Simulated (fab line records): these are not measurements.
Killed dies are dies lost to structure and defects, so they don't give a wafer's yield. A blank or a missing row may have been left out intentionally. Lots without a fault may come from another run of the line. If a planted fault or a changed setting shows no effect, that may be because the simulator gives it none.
fab line records + flow gf180mcu
record:
- lots: 7
- wafers: 21
- last-day: 34
route steps=602 shown HV_LDD@185
lots that met no fault: taken from a fault-free run of the same line
start-h: start of the lot's first displayed wafer, in hours after the record's first day + wait-h: hours elapsed since this lot's preceding step + " unchanged from the row above + L1.1+2: several wafers, shown together as one row + - value missing, or start not given + * or withheld: withheld + < > ~ a bound
route shown NAME@n: names a module that has steps shown in the file, with the first one's number in the route + usual: mean/standard deviation taken from wafers without a fault + same: alike in all rows + chamber/n: place in a boat + sites: each site's reading + _std_site: the values' standard deviation + _edge_site: the outer-site mean with the inner-site mean subtracted + radius-mm: how far each site lies from the wafer's centre + mask NAME#n: copy n + behind: the most recent tool/chamber to have shaped the wafer + hold: the reason the lot was held/the length of the hold in hours/how it ended + device: the n, p or np transistor that did not switch + end of line: the route-end tests of the same wafers + a step given without rows: its recipe and nothing more + killed: at the first sort, the dies lost to defects and structure; wafer yield is something else + map: dies across one wafer; x = killed, . = not, _ = none there
set.NAME: the setting that was run; set.NAME@STEP: the one run at that earlier step + model.NAME: the simulator's own value behind a step, which no gauge read
lots at selected steps of the route; one table per step, one row per wafer
services: the hour from which a tool's chamber was out of use, counted from the record's first day as start-h (under 0 if before that day), plus the number of hours and why
== steps ==
step: GF_HV_LDD_IMPLANT_09
recipe:
- species: As
- energy-kev: 40
- dose-cm2: 1e+14
- tilt-deg: 7
step: GF_HV_LDD_STRIP_10
recipe:
- chemistry: O2/N2
- power-w: 1400
- pressure-mtorr: 1500
- platen-temp-c: 250
- o2-flow-sccm: 3000
- n2-flow-sccm: 300
- overash-fraction: 0.5
usual:
- drypump-motor-current-A: 5.54/0.21
- heater-power-w: 361/43
- oes-product-au: 0.716/0.0047
- strip-time-to-endpoint-s: 12.615/0.028
| lot.wafer | tool            | chamber | start-h | wait-h | drypump-motor-current-A | heater-power-w | oes-product-au | rf-hours-counter-h | strip-time-to-endpoint-s |
|-----------|-----------------|---------|---------|--------|-------------------------|----------------|----------------|--------------------|--------------------------|
| L490.1    | plasma-asher-02 | 0       | 237.86  | 0.1    | 6.02                    | 331            | 0.716          | 11                 | 12.585                   |
| L490.3    | "               | 0       | "       | "      | 5.97                    | 329            | 0.714          | -                  | 12.630                   |
| L490.6    | "               | 1       | "       | "      | 5.55                    | 324            | 0.717          | -                  | 12.640                   |
| L499.2    | plasma-asher-02 | 1       | 315.31  | 0.1    | 5.61                    | 339            | 0.711          | 17                 | 12.585                   |
| L499.5    | "               | 0       | "       | "      | 5.98                    | 323            | 0.724          | -                  | 12.625                   |
| L499.6    | "               | 1       | "       | "      | 5.59                    | 338            | 0.717          | -                  | 12.557                   |
| L501.2    | plasma-asher-01 | 1       | 320.76  | 0.1    | 5.33                    | 299            | 0.728          | 70                 | 12.586                   |
| L501.5    | "               | 1       | "       | "      | 5.34                    | 309            | 0.713          | -                  | 12.639                   |
| L501.6    | "               | 0       | "       | "      | 5.27                    | 348            | 0.714          | -                  | 12.636                   |
| L500.1    | plasma-asher-04 | 0       | 321.61  | 0.1    | 5.51                    | 347            | 0.724          | 61                 | 12.583                   |
| L500.3    | "               | 1       | "       | "      | 5.50                    | 436            | 0.718          | -                  | 12.608                   |
| L500.6    | "               | 1       | "       | "      | 5.50                    | 425            | 0.714          | -                  | 12.603                   |
| L502.2    | plasma-asher-04 | 0       | 334.61  | 0.1    | 5.49                    | 359            | 0.718          | 63                 | 12.649                   |
| L502.5    | "               | 0       | "       | "      | 5.47                    | 366            | 0.711          | -                  | 12.658                   |
| L502.6    | "               | 1       | "       | "      | 5.49                    | 438            | 0.709          | -                  | 12.614                   |
| L507.2    | plasma-asher-02 | 0       | 361.96  | 0.1    | 5.94                    | 324            | 0.721          | 22                 | 12.599                   |
| L507.3    | "               | 0       | "       | "      | 5.95                    | 329            | 0.711          | -                  | 12.626                   |
| L507.5    | "               | 1       | "       | "      | 5.51                    | 339            | 0.722          | -                  | 12.605                   |
| L510.2    | plasma-asher-04 | 0       | 378.31  | 0.1    | 5.48                    | 373            | 0.715          | 68                 | 12.661                   |
| L510.3    | "               | 0       | "       | "      | 5.48                    | 359            | 0.714          | -                  | 12.643                   |
| L510.5    | "               | 1       | "       | "      | 5.52                    | 430            | 0.717          | -                  | 12.667                   |
step: GF_HV_LDD_TW_MEAS_11
usual:
- HV_LDD_TW: 2400/12
| lot.wafer | tool          | chamber | start-h | wait-h | HV_LDD_TW |
|-----------|---------------|---------|---------|--------|-----------|
| L490.1    | film-metro-01 | -       | 237.96  | 0.1    | 2409      |
| L490.3    | "             | -       | "       | "      | 2420      |
| L490.6    | "             | -       | "       | "      | 2403      |
| L499.2    | film-metro-01 | -       | 315.42  | 0.1    | 2403      |
| L499.5    | "             | -       | "       | "      | 2404      |
| L499.6    | "             | -       | "       | "      | 2405      |
| L501.2    | film-metro-03 | -       | 320.87  | 0.1    | 2413      |
| L501.5    | "             | -       | "       | "      | 2419      |
| L501.6    | "             | -       | "       | "      | 2425      |
| L500.1    | film-metro-01 | -       | 321.71  | 0.1    | 2404      |
| L500.3    | "             | -       | "       | "      | 2393      |
| L500.6    | "             | -       | "       | "      | 2407      |
| L502.2    | film-metro-02 | -       | 334.72  | 0.1    | 2393      |
| L502.5    | "             | -       | "       | "      | 2385      |
| L502.6    | "             | -       | "       | "      | 2404      |
| L507.2    | film-metro-01 | -       | 362.07  | 0.1    | 2388      |
| L507.3    | "             | -       | "       | "      | 2387      |
| L507.5    | "             | -       | "       | "      | 2390      |
| L510.2    | film-metro-02 | -       | 378.42  | 0.1    | 2398      |
| L510.3    | "             | -       | "       | "      | 2395      |
| L510.5    | "             | -       | "       | "      | 2387      |
step: GF_HV_LDD_DEHYDRATE_12
recipe:
- temp-c: 200
- time-s: 60
step: GF_HV_LDD_HMDS_13
recipe:
- prime-time-s: 60
- prime-temp-c: 120
step: GF_HV_LDD_COAT_14
recipe:
- resist: NOVOLAK
- spin-rpm: 3000
- resist-thk-nm: 1000
step: GF_HV_LDD_SOFTBAKE_15
recipe:
- temp-c: 90
- time-s: 60
- resist: NOVOLAK
step: GF_HV_LDD_EXPOSE_16
recipe:
- mask-id: Pplus_LV_AREA
- target-cd-nm: 400
- na: 0.6
- source-shape: conventional
- sigma-outer: 0.6
- dose-mj: 140
step: GF_HV_LDD_PEB_17
recipe:
- temp-c: withheld
- time-s: *
- resist: NOVOLAK
step: GF_HV_LDD_DEVELOP_18
recipe:
- develop-time-s: 60
- dev-temp-c: 23
step: GF_HV_LDD_CD_MEAS_19
recipe:
- target-cd-nm: 400
usual:
- cd-nm: 399.6/2.3
| lot.wafer | tool      | chamber | start-h | wait-h | cd-nm |
|-----------|-----------|---------|---------|--------|-------|
| L490.1    | cd-sem-01 | -       | 255.35  | 0.1    | 400.5 |
| L490.3    | "         | -       | "       | "      | 401.1 |
| L490.6    | "         | -       | "       | "      | 401.7 |
| L499.2    | cd-sem-02 | -       | 336.47  | 0.1    | 403.2 |
| L499.5    | "         | -       | "       | "      | 403.6 |
| L499.6    | "         | -       | "       | "      | 403.6 |
| L501.2    | cd-sem-02 | -       | 341.72  | 0.1    | 400.6 |
| L501.5    | "         | -       | "       | "      | 401.2 |
| L501.6    | "         | -       | "       | "      | 402.3 |
| L500.1    | cd-sem-02 | -       | 342.90  | 0.1    | 396.0 |
| L500.3    | "         | -       | "       | "      | 396.6 |
| L500.6    | "         | -       | "       | "      | 396.7 |
| L502.2    | cd-sem-01 | -       | 356.57  | 0.1    | 399.8 |
| L502.5    | "         | -       | "       | "      | 396.9 |
| L502.6    | "         | -       | "       | "      | 397.8 |
| L507.2    | cd-sem-01 | -       | 384.02  | 0.1    | 400.1 |
| L507.3    | "         | -       | "       | "      | 400.2 |
| L507.5    | "         | -       | "       | "      | 398.1 |
| L510.2    | cd-sem-02 | -       | 401.17  | 0.1    | 399.6 |
| L510.3    | "         | -       | "       | "      | 400.5 |
| L510.5    | "         | -       | "       | "      | 401.5 |
step: GF_HV_LDD_OVL_MEAS_20
usual:
- HV_LDD_01_OVL: 0.9/1.7
| lot.wafer | tool       | chamber | start-h | wait-h | HV_LDD_01_OVL[nm] |
|-----------|------------|---------|---------|--------|-------------------|
| L490.1    | overlay-02 | -       | 255.49  | 0.1    | 4.6               |
| L490.3    | "          | -       | "       | "      | 1.8               |
| L490.6    | "          | -       | "       | "      | 2.7               |
| L499.2    | overlay-01 | -       | 336.58  | 0.1    | 0.1               |
| L499.5    | "          | -       | "       | "      | 0.7               |
| L499.6    | "          | -       | "       | "      | 2.8               |
| L501.2    | overlay-01 | -       | 341.83  | 0.1    | 3.7               |
| L501.5    | "          | -       | "       | "      | 1.6               |
| L501.6    | "          | -       | "       | "      | 2.7               |
| L500.1    | overlay-01 | -       | 343.02  | 0.1    | 0.5               |
| L500.3    | "          | -       | "       | "      | -0.9              |
| L500.6    | "          | -       | "       | "      | 0.1               |
| L502.2    | overlay-02 | -       | 356.68  | 0.1    | -2.3              |
| L502.5    | "          | -       | "       | "      | -2.0              |
| L502.6    | "          | -       | "       | "      | 0.9               |
| L507.2    | overlay-01 | -       | 384.13  | 0.1    | 1.3               |
| L507.3    | "          | -       | "       | "      | -0.5              |
| L507.5    | "          | -       | "       | "      | 1.3               |
| L510.2    | overlay-02 | -       | 401.28  | 0.1    | -1.5              |
| L510.3    | "          | -       | "       | "      | -0.8              |
| L510.5    | "          | -       | "       | "      | -0.7              |
step: GF_HV_LDD_IMPLANT_21
recipe:
- species: BF2
- energy-kev: 25.5
- dose-cm2: 5e+13
- tilt-deg: 7
usual:
- beam-energy-keV: 25.500/0.0071
- beam-on-s: 10.01/0.18
| lot.wafer | tool         | chamber | start-h | wait-h | beam-energy-keV | beam-on-s |
|-----------|--------------|---------|---------|--------|-----------------|-----------|
| L490.1    | implanter-02 | 0       | 255.52  | 0.0    | 25.512          | 9.99      |
| L490.3    | "            | 0       | "       | "      | 25.503          | 9.76      |
| L490.6    | "            | 0       | "       | "      | 25.512          | 9.89      |
| L499.2    | implanter-01 | 0       | 336.63  | 0.0    | 25.512          | 10.11     |
| L499.5    | "            | 0       | "       | "      | 25.505          | 9.59      |
| L499.6    | "            | 0       | "       | "      | 25.504          | 10.25     |
| L501.2    | implanter-01 | -       | 341.88  | 0.0    | -               | -         |
| L501.5    | "            | -       | "       | "      | -               | -         |
| L501.6    | "            | -       | "       | "      | -               | -         |
| L500.1    | implanter-02 | -       | 343.06  | 0.0    | -               | -         |
| L500.3    | "            | -       | "       | "      | -               | -         |
| L500.6    | "            | -       | "       | "      | -               | -         |
| L502.2    | implanter-01 | -       | 356.73  | 0.0    | -               | -         |
| L502.5    | "            | -       | "       | "      | -               | -         |
| L502.6    | "            | -       | "       | "      | -               | -         |
| L507.2    | implanter-02 | 0       | 384.19  | 0.0    | 25.497          | 10.24     |
| L507.3    | "            | 0       | "       | "      | 25.500          | 9.79      |
| L507.5    | "            | 0       | "       | "      | 25.501          | 9.97      |
| L510.2    | implanter-02 | 0       | 401.33  | 0.0    | 25.493          | 10.02     |
| L510.3    | "            | 0       | "       | "      | 25.506          | 10.07     |
| L510.5    | "            | 0       | "       | "      | 25.501          | 9.77      |
step: GF_HV_LDD_STRIP_22
recipe:
- chemistry: O2/N2
- power-w: 1400
- pressure-mtorr: 1500
- platen-temp-c: 250
- o2-flow-sccm: 3000
- n2-flow-sccm: 300
- overash-fraction: 0.5
usual:
- drypump-motor-current-A: 5.51/0.24
- heater-power-w: 349/40
- oes-product-au: 0.716/0.0049
- strip-time-to-endpoint-s: 12.62/0.031
| lot.wafer | tool            | chamber | start-h | wait-h | drypump-motor-current-A | heater-power-w | oes-product-au | rf-hours-counter-h | strip-time-to-endpoint-s |
|-----------|-----------------|---------|---------|--------|-------------------------|----------------|----------------|--------------------|--------------------------|
| L490.1    | plasma-asher-02 | 1       | 255.67  | 0.1    | 5.52                    | 345            | 0.714          | 13                 | 12.59                    |
| L490.3    | "               | 0       | "       | "      | 5.97                    | 327            | 0.724          | -                  | 12.61                    |
| L490.6    | "               | 1       | "       | "      | 5.56                    | 339            | 0.716          | -                  | 12.65                    |
| L499.2    | plasma-asher-04 | 0       | 336.76  | 0.1    | 5.49                    | 360            | 0.714          | 63                 | 12.67                    |
| L499.5    | "               | 1       | "       | "      | 5.49                    | 436            | 0.719          | -                  | 12.64                    |
| L499.6    | "               | 0       | "       | "      | 5.50                    | 354            | 0.717          | -                  | 12.65                    |
| L501.2    | plasma-asher-01 | 0       | 342.01  | 0.1    | 5.29                    | 350            | 0.719          | 71                 | 12.59                    |
| L501.5    | "               | 1       | "       | "      | 5.30                    | 301            | 0.710          | -                  | 12.58                    |
| L501.6    | "               | 0       | "       | "      | 5.29                    | 354            | 0.721          | -                  | 12.58                    |
| L500.1    | plasma-asher-01 | 0       | 343.21  | 0.1    | 5.27                    | 342            | 0.716          | 71                 | 12.66                    |
| L500.3    | "               | 0       | "       | "      | 5.27                    | 354            | 0.708          | -                  | 12.65                    |
| L500.6    | "               | 0       | "       | "      | 5.24                    | 348            | 0.714          | -                  | 12.63                    |
| L502.2    | plasma-asher-04 | 0       | 356.86  | 0.1    | 5.50                    | 362            | 0.714          | 65                 | 12.62                    |
| L502.5    | "               | 1       | "       | "      | 5.49                    | 436            | 0.714          | -                  | 12.60                    |
| L502.6    | "               | 0       | "       | "      | 5.51                    | 362            | 0.711          | -                  | 12.62                    |
| L507.2    | plasma-asher-01 | 0       | 384.31  | 0.1    | 5.25                    | 347            | 0.711          | 75                 | 12.65                    |
| L507.3    | "               | 0       | "       | "      | 5.26                    | 345            | 0.718          | -                  | 12.65                    |
| L507.5    | "               | 1       | "       | "      | 5.30                    | 311            | 0.713          | -                  | 12.63                    |
| L510.2    | plasma-asher-01 | 0       | 401.46  | 0.1    | 5.27                    | 360            | 0.720          | 77                 | 12.66                    |
| L510.3    | "               | 1       | "       | "      | 5.28                    | 297            | 0.722          | -                  | 12.62                    |
| L510.5    | "               | 0       | "       | "      | 5.26                    | 356            | 0.720          | -                  | 12.61                    |
step: GF_HV_LDD_TW_MEAS_23
usual:
- HV_LDD_2_TW: 1055/5.7
| lot.wafer | tool          | chamber | start-h | wait-h | HV_LDD_2_TW |
|-----------|---------------|---------|---------|--------|-------------|
| L490.1    | film-metro-01 | -       | 255.77  | 0.1    | 1062        |
| L490.3    | "             | -       | "       | "      | 1065        |
| L490.6    | "             | -       | "       | "      | 1056        |
| L499.2    | film-metro-02 | -       | 336.87  | 0.1    | 1059        |
| L499.5    | "             | -       | "       | "      | 1055        |
| L499.6    | "             | -       | "       | "      | 1048        |
| L501.2    | film-metro-01 | -       | 342.12  | 0.1    | 30          |
| L501.5    | "             | -       | "       | "      | 30          |
| L501.6    | "             | -       | "       | "      | 30          |
| L500.1    | film-metro-03 | -       | 343.31  | 0.1    | 30          |
| L500.3    | "             | -       | "       | "      | 30          |
| L500.6    | "             | -       | "       | "      | 30          |
| L502.2    | film-metro-02 | -       | 356.97  | 0.1    | 30          |
| L502.5    | "             | -       | "       | "      | 30          |
| L502.6    | "             | -       | "       | "      | 30          |
| L507.2    | film-metro-02 | -       | 384.42  | 0.1    | 1046        |
| L507.3    | "             | -       | "       | "      | 1042        |
| L507.5    | "             | -       | "       | "      | 1047        |
| L510.2    | film-metro-02 | -       | 401.57  | 0.1    | 1041        |
| L510.3    | "             | -       | "       | "      | 1049        |
| L510.5    | "             | -       | "       | "      | 1051        |
step: GF_HV_LDD_DEHYDRATE_24
recipe:
- temp-c: 200
- time-s: 60
== services ==
| tool            | chamber | start-h | hours | kind   |
|-----------------|---------|---------|-------|--------|
| implanter-01    | -       | 229.12  | 2.0   | repair |
| implanter-01    | -       | 243.04  | 2.9   | repair |
| plasma-asher-02 | -       | 265.83  | 27.3  | repair |
| implanter-02    | -       | 267.11  | 4.7   | pm     |
| implanter-02    | -       | 280.44  | 4.0   | repair |
| implanter-01    | -       | 283.70  | 4.0   | repair |
| plasma-asher-01 | -       | 284.35  | 1.3   | repair |
| plasma-asher-01 | -       | 288.90  | 28.1  | pm     |
| implanter-02    | -       | 305.88  | 3.8   | pm     |
| plasma-asher-01 | -       | 328.18  | 11.5  | repair |
== key ==
first-sign:
- step: GF_HV_LDD_IMPLANT_21
- reading: tool-record
- direction: missing
effect:
- step: GF_HV_LDD_TW_MEAS_23
- reading: HV_LDD_2_TW
- direction: down
- sigmas: 99+
- usual: 1055
- struck: 30
met-at GF_HV_LDD_IMPLANT_21
struck-wafers L500.1,L500.3,L500.6,L501.2,L501.5,L501.6,L502.2,L502.5,L502.6
later-rows-left-out L500.1,L500.3,L500.6,L501.2,L501.5,L501.6,L502.2,L502.5,L502.6
sort-left-out L500.1,L500.3,L500.6,L501.2,L501.5,L501.6,L502.2,L502.5,L502.6
tester-left-out L500,L501,L502
onset-between 336.63 341.88
fault:
- kind: skipped-step-whole
- tool: implanter-01,implanter-02
- chamber: -
- onset-h: 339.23
- steps: GF_HV_LDD_IMPLANT_21
- scope: struck-lots-only
tester-left-out: of these lots the tester's yield and bins aren't shown, on N5 and GAA mostly nor the transistor test; their killed dies are dies lost to structure and defects alone, not to doping, threshold or leakage, so they don't give the yield
sort-left-out: the simulated sort isn't trusted on such a fault, so these wafers' sort isn't shown, and their yield isn't known
later-rows-left-out: the simulator's readings of these wafers behind a module that went badly wrong aren't trusted and aren't shown, but for the sort
